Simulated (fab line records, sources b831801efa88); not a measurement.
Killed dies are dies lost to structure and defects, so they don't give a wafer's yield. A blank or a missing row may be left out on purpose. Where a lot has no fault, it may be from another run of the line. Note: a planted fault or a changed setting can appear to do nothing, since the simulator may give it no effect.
One fault seen from 2 desks ; flow gf180mcu ; each desk holds nothing but its own numbers, with what lay behind them at the end

## THE METROLOGY DESK
Lot by lot, what the gauges showed, no matter which tool ran the lot: averages of those sampled wafers that carry a number. A lot is out of limits, marked OUT, if its mean lies more than 4 standard deviations from the usual mean; the brackets give that distance.
Columns: A = cd nm at GF_V2_CD_MEAS_14, usual 259.6 nm; B = V3_CVD_02_THK at GF_V3_THK_MEAS_03, usual 851 nm
lot;first seen here;A;B
L772;day 19 23:55;257.7;843
L774;day 20 18:00;258.0;854
L775;day 21 05:58;261.1;862
L776;day 21 10:20;261.9;864
L777;day 21 20:20;260.1;852
L778;day 22 07:59;259.0;837
L779;day 23 07:55;260.6;832
L780;day 23 09:59;259.8;849
L781;day 23 21:34;260.7;852
L782;day 24 18:38;260.4;862
L783;day 25 05:11;258.9;844
L788;day 25 21:31;260.4;868
L793;day 27 09:11;259.5;864
Result from this desk: across the 13 lots, nothing is out of limits.

## FOR THE TOOL OWNER'S DESK: pecvd-02
The tool's own readings at GF_V3_CVD_02 (deposits SiO2 from TEOS, target thk 850 nm, time 94.851 s): means of the sampled wafers that have a number, for each lot that ran on this tool. A lot is out of limits, marked OUT, if its mean lies more than 4 standard deviations from the usual mean; the brackets give that distance.
Columns: A = heater power w at GF_V3_CVD_02, usual 684 W; B = rf fwd power W at GF_V3_CVD_02, usual 596.3 W
lot;first seen here;A;B
L772;day 21 02:51;603;597.7
L780;day 24 10:23;640;598.2
L782;day 25 18:40;567;597.4
L783;day 26 04:08;710;598.5
L788;day 26 21:40;694;597.5
Result from this desk: across the 5 lots, nothing is out of limits.

## PUT TOGETHER
At the metrology desk, nothing out of limits was observed.
The desk of the tool owner found nothing out of limits.

## WHAT WAS PUT IN BY THE SIMULATOR
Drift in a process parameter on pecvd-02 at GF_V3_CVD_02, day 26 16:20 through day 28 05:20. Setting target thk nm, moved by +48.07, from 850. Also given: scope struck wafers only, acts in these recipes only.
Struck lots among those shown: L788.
